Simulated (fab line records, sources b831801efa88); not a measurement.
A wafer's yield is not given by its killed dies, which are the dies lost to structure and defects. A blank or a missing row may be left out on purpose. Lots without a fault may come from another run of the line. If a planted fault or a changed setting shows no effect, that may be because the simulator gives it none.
fab line records ; flow sfqLine
[record] lots = 5; wafers = 27
route steps=325 shown M8@320
startH: hours from the record's opening day to when the first of the lot's shown wafers began ; waitH: how many hours have passed since the lot's step before this one ; " as in the row above ; L1.1+2: a row that stands for several wafers ; - either no value or no given start ; * or withheld: withheld ; < > ~ a bound
route shown NAME@n: a module of which the file shows steps, and the number in the route of the first ; usual: mean and standard deviation over wafers with no fault ; same: alike in all rows ; chamber/n: place in a boat ; sites: readings site by site ; _std_site: the standard deviation of these ; _edge_site: mean of outer sites minus mean of inner sites ; radiusMm: how far each site lies from the wafer's centre ; mask NAME#n: copy n ; behind: the most recent tool/chamber to have shaped the wafer ; hold: why the lot was held/for how many hours/how that ended ; device: names the non-switching transistor (n, p or np) ; end of line: tests run on the same wafers once the route is complete ; a step without rows: its recipe alone ; killed: dies that structure and defects cost at the first sort, which is not the same as the wafer's yield ; map: dies across one wafer; x = killed, . = not, _ = none there
set.NAME: the run value of the setting; set.NAME@STEP: its run value at that earlier step ; model.NAME: the simulator's own value behind a step, which no gauge read
lots run with intentionally changed settings; tables by step, rows by wafer
[[steps]]
[step SFQ_TRILAYER_M8_DEP_EVAP_198]
[recipe] material = Pt; angularSpreadDeg = 1; targetThkNm = 50; timeS = 250; powerW = 2000
lot.wafer;tool;chamber;startH;waitH;set.timeS;model.Pt_of_TRILAYER_M8_DEP_EVAP_198.thkNm
L075.1;pvdSputter-02;-;1844.18;0.0;395.6;79.29
L075.2;pvdSputter-02;-;1844.18;0.0;250;50.14
L075.3;pvdSputter-02;-;1844.18;0.0;250;50.32
L075.4;pvdSputter-02;-;1844.18;0.0;395.6;79.23
L075.5;pvdSputter-02;-;1844.18;0.0;395.6;79.33
L075.6;pvdSputter-02;-;1844.18;0.0;250;49.92
L076.3;pvdSputter-01;-;1850.88;0.0;250;49.64
L076.4;pvdSputter-01;-;1850.88;0.0;250;49.69
L076.5;pvdSputter-01;-;1850.88;0.0;250;49.44
L078.1;pvdSputter-01;-;1858.54;0.0;201.5;40.18
L078.2;pvdSputter-01;-;1858.54;0.0;250;49.05
L078.3;pvdSputter-01;-;1858.54;0.0;250;48.99
L078.4;pvdSputter-01;-;1858.54;0.0;201.5;39.09
L078.5;pvdSputter-01;-;1858.54;0.0;201.5;39.42
L078.6;pvdSputter-01;-;1858.54;0.0;250;49.77
L080.1;pvdSputter-01;-;1944.82;0.0;250;50.07
L080.2;pvdSputter-01;-;1944.82;0.0;304;62.02
L080.3;pvdSputter-01;-;1944.82;0.0;250;50.03
L080.4;pvdSputter-01;-;1944.82;0.0;304;61.27
L080.5;pvdSputter-01;-;1944.82;0.0;250;51.38
L080.6;pvdSputter-01;-;1944.82;0.0;304;60.87
L084.1;pvdSputter-01;-;2030.71;0.0;141.7;28.48
L084.2;pvdSputter-01;-;2030.71;0.0;141.7;28.92
L084.3;pvdSputter-01;-;2030.71;0.0;141.7;28.07
L084.4;pvdSputter-01;-;2030.71;0.0;250;50.29
L084.5;pvdSputter-01;-;2030.71;0.0;250;50.01
L084.6;pvdSputter-01;-;2030.71;0.0;250;49.6
[step SFQ_TRILAYER_M8_DEP_EVAP_196]
[recipe] material = Au; angularSpreadDeg = 1; targetThkNm = 180; timeS = 939.3; powerW = 2000
[step SFQ_M8_RS_MEAS_949]
[recipe] thkMeasGauge = four-point-probe; reads = Au_of_TRILAYER_M8_DEP_EVAP_196+Pt_of_TRILAYER_M8_DEP_EVAP_198+Ti_of_TRILAYER_M8_DEP_EVAP_197
[usual] M8_AU_RS = 0.1460/0.0014
lot.wafer;tool;chamber;startH;waitH;set.timeS@TRILAYER_M8_DEP_EVAP_198;M8_AU_RS[ohm/sq]
L075.1;filmMetro-03;-;1844.85;0.3;395.6;0.1414
L075.2;filmMetro-03;-;1844.85;0.3;250;0.1461
L075.3;filmMetro-03;-;1844.85;0.3;250;0.1453
L075.4;filmMetro-03;-;1844.85;0.3;395.6;0.1422
L075.5;filmMetro-03;-;1844.85;0.3;395.6;0.1419
L075.6;filmMetro-03;-;1844.85;0.3;250;0.1467
L076.3;filmMetro-04;-;1851.59;0.3;250;0.1462
L076.4;filmMetro-04;-;1851.59;0.3;250;0.1456
L076.5;filmMetro-04;-;1851.59;0.3;250;0.1457
L078.1;filmMetro-04;-;1859.21;0.3;201.5;0.1476
L078.2;filmMetro-04;-;1859.21;0.3;250;0.1467
L078.3;filmMetro-04;-;1859.21;0.3;250;0.1476
L078.4;filmMetro-04;-;1859.21;0.3;201.5;0.1483
L078.5;filmMetro-04;-;1859.21;0.3;201.5;0.1472
L078.6;filmMetro-04;-;1859.21;0.3;250;0.1466
L080.1;filmMetro-04;-;1945.50;0.3;250;0.1473
L080.2;filmMetro-04;-;1945.50;0.3;304;0.1442
L080.3;filmMetro-04;-;1945.50;0.3;250;0.1464
L080.4;filmMetro-04;-;1945.50;0.3;304;0.1452
L080.5;filmMetro-04;-;1945.50;0.3;250;0.1467
L080.6;filmMetro-04;-;1945.50;0.3;304;0.1452
L084.1;filmMetro-03;-;2031.38;0.3;141.7;0.1515
L084.2;filmMetro-03;-;2031.38;0.3;141.7;0.1514
L084.3;filmMetro-03;-;2031.38;0.3;141.7;0.1489
L084.4;filmMetro-03;-;2031.38;0.3;250;0.1478
L084.5;filmMetro-03;-;2031.38;0.3;250;0.1487
L084.6;filmMetro-03;-;2031.38;0.3;250;0.1457
[[key]]
[split] step = SFQ_TRILAYER_M8_DEP_EVAP_198; setting = timeS; stated = 250; by = wafer
[response] step = SFQ_TRILAYER_M8_DEP_EVAP_198; reading = model.Pt_of_TRILAYER_M8_DEP_EVAP_198.thkNm; change = +0.499; per = 1%; r = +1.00
[response] step = SFQ_M8_RS_MEAS_949; reading = M8_AU_RS; change = -7.18e-05; per = 1%; r = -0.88
